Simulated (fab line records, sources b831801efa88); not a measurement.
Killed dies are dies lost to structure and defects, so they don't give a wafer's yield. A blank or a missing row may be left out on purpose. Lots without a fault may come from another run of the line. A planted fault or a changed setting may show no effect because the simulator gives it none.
Which tool did it? | flow sky130 | 12 lots, 35 wafers sampled, at 5 steps of a route of 708

WHAT THE GAUGES READ, wafer by wafer
SKY_GATE_OXIDE_OVL_MEAS_10. Usual: GATE_OXIDE_OVL 0.6 nm, standard deviation 1.4.
lot  | measured     | on         | GATE_OXIDE_OVL (nm) | flag
L645 | day 14 13:42 | overlay-01 | 1.9 2.5 1.9         |
L647 | day 14 23:37 | overlay-01 | -0.5 -1.5 -1.2      |
L646 | day 14 23:58 | overlay-01 | 1.0 2.0 2.5         |
L648 | day 15 08:32 | overlay-01 | 0.6 1.5 -0.6        |
L649 | day 15 15:25 | overlay-01 | 1.7 3.6 3.4         |
L650 | day 16 00:10 | overlay-01 | -0.4 2.2 0.1        |
L651 | day 16 06:01 | overlay-02 | 0.4 -0.5 -0.1       |
L652 | day 16 21:17 | overlay-01 | -0.2 -0.7 0.8       |
L655 | day 18 01:02 | overlay-01 | 1.8 -0.9 -0.1       |
L662 | day 20 05:05 | overlay-02 | 0.8 2.5             |
L666 | day 21 17:22 | overlay-01 | 2.3 1.1 0.4         |
L668 | day 22 08:13 | overlay-01 | 1.7 0.1 -0.8        |

SKY_LDD_N_OVL_MEAS_07. Usual: LDD_N_OVL -0.9 nm, standard deviation 1.3.
lot  | measured     | on         | LDD_N_OVL (nm) | flag
L645 | day 18 12:22 | overlay-01 | -0.7 -0.3 -0.5 |
L647 | day 19 04:37 | overlay-02 | 0.4 -0.1 1.2   |
L646 | day 19 03:22 | overlay-01 | 0.6 1.0 -1.0   |
L648 | day 19 11:29 | overlay-02 | 0.7 0.2 0.0    |
L649 | day 19 20:04 | overlay-02 | 0.3 -1.8 -2.1  |
L650 | day 20 04:58 | overlay-01 | -2.2 -1.1 -2.0 |
L651 | day 20 09:40 | overlay-02 | -0.1 0.0 0.0   |
L652 | day 21 01:10 | overlay-02 | -0.3 -1.7 -1.3 |
L655 | day 22 05:46 | overlay-01 | -1.1 -1.8 -1.5 |
L662 | day 24 08:03 | overlay-01 | -0.3 0.0       |
L666 | day 25 19:07 | overlay-02 | -1.4 -0.2 0.1  |
L668 | day 26 10:22 | overlay-01 | -0.8 -2.5 -0.4 |

SKY_LDD_P_TW_MEAS_11. Usual: LDD_P_TW 638, standard deviation 4.
lot  | measured     | on            | LDD_P_TW    | flag
L645 | day 19 20:47 | film_metro-04 | 635 636 635 |
L647 | day 20 13:16 | film_metro-04 | 640 633 636 |
L646 | day 20 12:10 | film_metro-04 | 636 636 635 |
L648 | day 20 19:55 | film_metro-01 | 635 637 637 |
L649 | day 21 05:46 | film_metro-02 | 642 641 643 |
L650 | day 21 13:24 | film_metro-04 | 635 635 637 |
L651 | day 21 17:36 | film_metro-02 | 640 637 638 |
L652 | day 22 09:13 | film_metro-01 | 636 639 641 |
L655 | day 23 14:22 | film_metro-01 | 638 640 637 |
L662 | day 25 15:55 | film_metro-02 | 640 638     |
L666 | day 27 02:41 | film_metro-02 | 644 648 646 |
L668 | day 27 18:04 | film_metro-02 | 647 646 647 |

SKY_METAL1_RS_MEAS_05: measures by four-point-probe. Usual: METAL1_ALCU_RS 0.1259 ohm/sq, standard deviation 0.0012.
lot  | measured     | on            | METAL1_ALCU_RS (ohm/sq)     | flag
L645 | day 32 18:37 | film_metro-04 | 0.1278 0.1280 0.1262        |
L647 | day 33 07:02 | film_metro-02 | 0.1240 0.1246 0.1242        |
L646 | day 33 06:05 | film_metro-01 | 0.1249 0.1263 0.1263        |
L648 | day 33 14:16 | film_metro-01 | 0.1262 0.1273 0.1265        |
L649 | day 33 22:46 | film_metro-02 | 0.1275 0.1272 0.1277        |
L650 | day 34 02:49 | film_metro-01 | 0.1252 0.1249 0.1249        |
L651 | day 34 08:20 | film_metro-04 | 0.1259 0.1261 0.1263        |
L652 | day 34 21:01 | film_metro-04 | 0.1257 0.1250 0.1251        |
L655 | day 35 21:55 | film_metro-02 | 0.1278 0.1253 0.1257        |
L662 | day 37 19:14 | film_metro-01 | 0.1260 0.1263 0.1260 0.1262 |
L666 | day 39 00:20 | film_metro-02 | 0.1279 0.1274 0.1281        |
L668 | day 39 15:05 | film_metro-04 | 0.1251 0.1247 0.1238        |

WHICH TOOL RAN EACH LOT (tool, then ch and the chambers of the sampled wafers, then the start)
lot  | SKY_METAL1_SPUTTER_01
L645 | pvd_sputter-01, day 32 18:29
L647 | pvd_sputter-03, day 33 06:55
L646 | pvd_sputter-04, day 33 05:58
L648 | pvd_sputter-01, day 33 14:07
L649 | pvd_sputter-01, day 33 22:38
L650 | pvd_sputter-03, day 34 02:42
L651 | pvd_sputter-04, day 34 08:13
L652 | pvd_sputter-01, day 34 20:54
L655 | pvd_sputter-04, day 35 21:45
L662 | pvd_sputter-01, day 37 19:07
L666 | pvd_sputter-03, day 39 00:12
L668 | pvd_sputter-04, day 39 14:58
- SKY_METAL1_SPUTTER_01: material TiN, target thk 20 nm, time 16.7 s.

WHAT THE TOOLS THEMSELVES READ (means of the sampled wafers that have a number; where no wafer has one, the mark that the record gives instead)
SKY_METAL1_SPUTTER_01. Usual: throttle_valve_pct 30.0 %, standard deviation 1.1.
lot  | tool           | throttle_valve_pct (%) | flag
L645 | pvd_sputter-01 | 30.5                   |
L647 | pvd_sputter-03 | 29.6                   |
L646 | pvd_sputter-04 | 30.3                   |
L648 | pvd_sputter-01 | 29.0                   |
L649 | pvd_sputter-01 | 29.9                   |
L650 | pvd_sputter-03 | 29.7                   |
L651 | pvd_sputter-04 | 29.9                   |
L652 | pvd_sputter-01 | 30.7                   |
L655 | pvd_sputter-04 | 31.4                   |
L662 | pvd_sputter-01 | 29.1                   |
L666 | pvd_sputter-03 | 29.8                   |
L668 | pvd_sputter-04 | 29.9                   |

THE ANSWER, worked out from the rows above alone
Rule: a lot is off if the mean of its wafers that have a number lies more than 3 standard deviations from the usual mean. A lot without any number at a reading at which 4 lots or more have one is off too. The other lots that the step has rows for count as sound. The gauges are gone through in route order, then the tools' own readings, and for those a lot's mean is taken as printed above. The first step at which some lot is off is used, and at that step the reading that is off furthest; a lot without a number counts as furthest.
No lot is off at any reading shown: from this, nothing can be told.

WHAT THE SIMULATOR HAD PUT IN
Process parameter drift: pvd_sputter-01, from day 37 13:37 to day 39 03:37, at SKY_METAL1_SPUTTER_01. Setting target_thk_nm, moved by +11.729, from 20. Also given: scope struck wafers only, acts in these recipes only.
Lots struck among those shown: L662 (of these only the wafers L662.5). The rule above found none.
